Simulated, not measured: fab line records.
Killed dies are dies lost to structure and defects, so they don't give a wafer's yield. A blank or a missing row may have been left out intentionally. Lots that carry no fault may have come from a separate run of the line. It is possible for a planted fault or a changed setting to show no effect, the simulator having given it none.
8D (eight disciplines) problem report, filled in by code ; flow gf180mcu ; the parts of the form that need people (team, actions taken, sign-off) are left out

## 1. WHAT WENT WRONG
Across 7 wafers from 3 lots, V2_W_RS at GF_V2_RS_MEAS_24 averages 0.477 ohm/sq, while fault-free wafers read 0.327 ohm/sq with a standard deviation of 0.0055. Measured from the usual mean, that is +27 standard deviations.
The step: measures by four-point-probe.
The first sign was on wafer L543.1 at day 23 01:50, on film_metro-01. Wafers with a number at this step in the record: 33, from 11 lots. Rule for "out", or "out of limits": more than 4 standard deviations from the usual mean. The rest of the wafers with a number are treated as sound.

## 2. WHAT IT IS AND WHAT IT IS NOT
question;is;is not
which readings at this step;V2_W_RS;-
which lots;L543, L544, L546;L536, L538, L540, L554, L555, L556, L557, L558
which wafers of those lots;L543.1, L543.5, L544.1, L544.4, L546.1, L546.4, L546.6;L543.3, L544.2
read on which gauges;film_metro-01, film_metro-04;film_metro-03
when;from day 23 01:50;"up to then (10 sound wafers); but 16 sound wafers of L544, L554, L555, L556, L557, L558 came after"

## 3. SUSPECTS, AND WHAT RULES EACH OUT
Counting: any tool at a process step up to the reading remains a suspect provided it ran every lot that is out. Sound lots after the first of them don't rule it out here, since some wafers of a struck lot are sound.
- the gauge at GF_V2_RS_MEAS_24 has been ruled out. 2 gauges (film_metro-01, film_metro-04) read the wafers that are out.
- cvd_w-01 at GF_V2_CVD_23 (deposits W, target thk 350 nm, time 104.94 s): kept. Ran every lot that is out, first one L543 (day 23 01:44); last sound lot up to then L540 (day 22 01:26).
- Within cvd_w-01 at GF_V2_CVD_23: the wafers that are out ran in chamber 0; their sound lot-mates ran in chamber 1.
After counting, what remains is cvd_w-01 at GF_V2_CVD_23.

## 4. THE CAUSE (what the simulator had put in)
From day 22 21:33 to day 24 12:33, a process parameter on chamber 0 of cvd_w-01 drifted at GF_V2_CVD_23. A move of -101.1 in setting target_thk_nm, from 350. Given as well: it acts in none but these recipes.
After counting, this tool was the only one left.

## 5. THE EFFECT CHAIN, in route order
Rows list readings where the struck wafers' mean (over those with a number) sits beyond 3 standard deviations from the usual. Only readings for which the record gives a usual standard deviation are gone through. hours: the time from each lot's start at the first step in this table that gives one to its start at this step, as a median over the lots. sigmas: the change in usual standard deviations.
hours;step;reading;usual;on struck wafers;change;sigmas
0;GF_V2_RS_MEAS_24;V2_W_RS;0.327 ohm/sq;0.477;+0.150;+27
0;GF_V2_THK_MEAS_25;V2_W_THK;346 nm;238;-108;-17
0;GF_V2_CMP_26;time_to_endpoint_s;82 s;54;-28;-6.1
Its process steps:
- GF_V2_CMP_26: polishes, stops on SiO2, t overpolish 15 s, target thk 0 nm.

## 6. WHAT WOULD HAVE CAUGHT IT SOONER
4 hours passed between the start of the fault at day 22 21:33 and the first reading out of limits at a measuring or inspecting step in this record, taken at day 23 01:50.
An alarm limit of 4 standard deviations would not have fired on the tool readings at GF_V2_CVD_23 for which the record gives a usual standard deviation, since none of them was out on any struck wafer.
Lots out: 3; of these, L544, L546 started GF_V2_CVD_23 on cvd_w-01 after day 23 01:50. A hold on the tool at that time would have spared those 2.
